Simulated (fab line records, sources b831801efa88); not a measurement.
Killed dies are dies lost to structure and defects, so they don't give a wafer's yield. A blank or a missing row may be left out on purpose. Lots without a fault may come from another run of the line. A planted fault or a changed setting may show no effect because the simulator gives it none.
Which tool did it? | flow gf180mcu | 14 lots, 42 wafers sampled, at 2 steps of a route of 602

WHAT THE GAUGES READ, wafer by wafer
GF_M4_RS_MEAS_05: measures by four-point-probe. Usual: M4_ALCU_RS 0.0699 ohm/sq, standard deviation 0.00074.
lot  | measured     | on            | M4_ALCU_RS (ohm/sq)  | flag
L698 | day 22 19:27 | film_metro-03 | 0.0692 0.0692 0.0703 |
L699 | day 22 23:11 | film_metro-03 | 0.0693 0.0692 0.0693 |
L700 | day 23 01:24 | film_metro-03 | 0.0700 0.0702 0.0703 |
L701 | day 23 08:15 | film_metro-03 | 0.0703 0.0700 0.0694 |
L704 | day 24 21:38 | film_metro-01 | 0.0707 0.0703 0.0714 |
L706 | day 25 14:02 | film_metro-03 | 0.0695 0.0688 0.0695 |
L707 | day 25 16:54 | film_metro-01 | 0.0708 0.0718 0.0711 |
L708 | day 26 09:24 | film_metro-03 | 0.0705 0.0698 0.0704 |
L709 | day 26 14:01 | film_metro-01 | 0.0695 0.0710 0.0704 |
L710 | day 26 17:41 | film_metro-01 | 0.0688 0.0687 0.0691 |
L711 | day 26 21:46 | film_metro-03 | 0.0704 0.0708 0.0712 |
L712 | day 27 10:27 | film_metro-01 | 0.0691 0.0703 0.0711 |
L713 | day 27 19:08 | film_metro-01 | 0.0712 0.0705 0.0706 |
L721 | day 29 14:58 | film_metro-03 | 0.0702 0.0701 0.0705 |

GF_V4_BOW_MEAS_05. Usual: V4_BOW 135 um, standard deviation 8.7.
lot  | measured     | on            | V4_BOW (um) | flag
L698 | day 23 19:19 | film_metro-03 | 136 146 141 |
L699 | day 23 22:58 | film_metro-01 | 128 131 127 |
L700 | day 24 00:42 | film_metro-04 | 133 128 119 |
L701 | day 24 08:16 | film_metro-04 | 131 135 139 |
L704 | day 25 19:39 | film_metro-01 | 136 124 132 |
L706 | day 26 11:56 | film_metro-01 | 135 137 144 |
L707 | day 26 15:29 | film_metro-01 | 134 120 139 |
L708 | day 27 07:11 | film_metro-01 | 150 152 155 |
L709 | day 27 11:32 | film_metro-04 | 142 141 137 |
L710 | day 27 15:02 | film_metro-01 | 131 135 126 |
L711 | day 27 19:41 | film_metro-03 | 135 139 153 |
L712 | day 28 07:46 | film_metro-03 | 138 141 134 |
L713 | day 28 15:53 | film_metro-03 | 146 137 147 |
L721 | day 30 10:56 | film_metro-04 | 136 139 125 |

WHICH TOOL RAN EACH LOT (tool, then ch and the chambers of the sampled wafers, then the start)
The record holds no process step before these readings.

WHAT THE TOOLS THEMSELVES READ (means of the sampled wafers that have a number; where no wafer has one, the mark that the record gives instead)
The record holds no such reading with a usual standard deviation.

THE ANSWER, worked out from the rows above alone
Rule: a lot is off if the mean of its wafers that have a number lies more than 3 standard deviations from the usual mean. A lot without any number at a reading at which 4 lots or more have one is off too. The other lots that the step has rows for count as sound. The gauges are gone through in route order, then the tools' own readings, and for those a lot's mean is taken as printed above. The first step at which some lot is off is used, and at that step the reading that is off furthest; a lot without a number counts as furthest.
No lot is off at any reading shown: from this, nothing can be told.

WHAT THE SIMULATOR HAD PUT IN
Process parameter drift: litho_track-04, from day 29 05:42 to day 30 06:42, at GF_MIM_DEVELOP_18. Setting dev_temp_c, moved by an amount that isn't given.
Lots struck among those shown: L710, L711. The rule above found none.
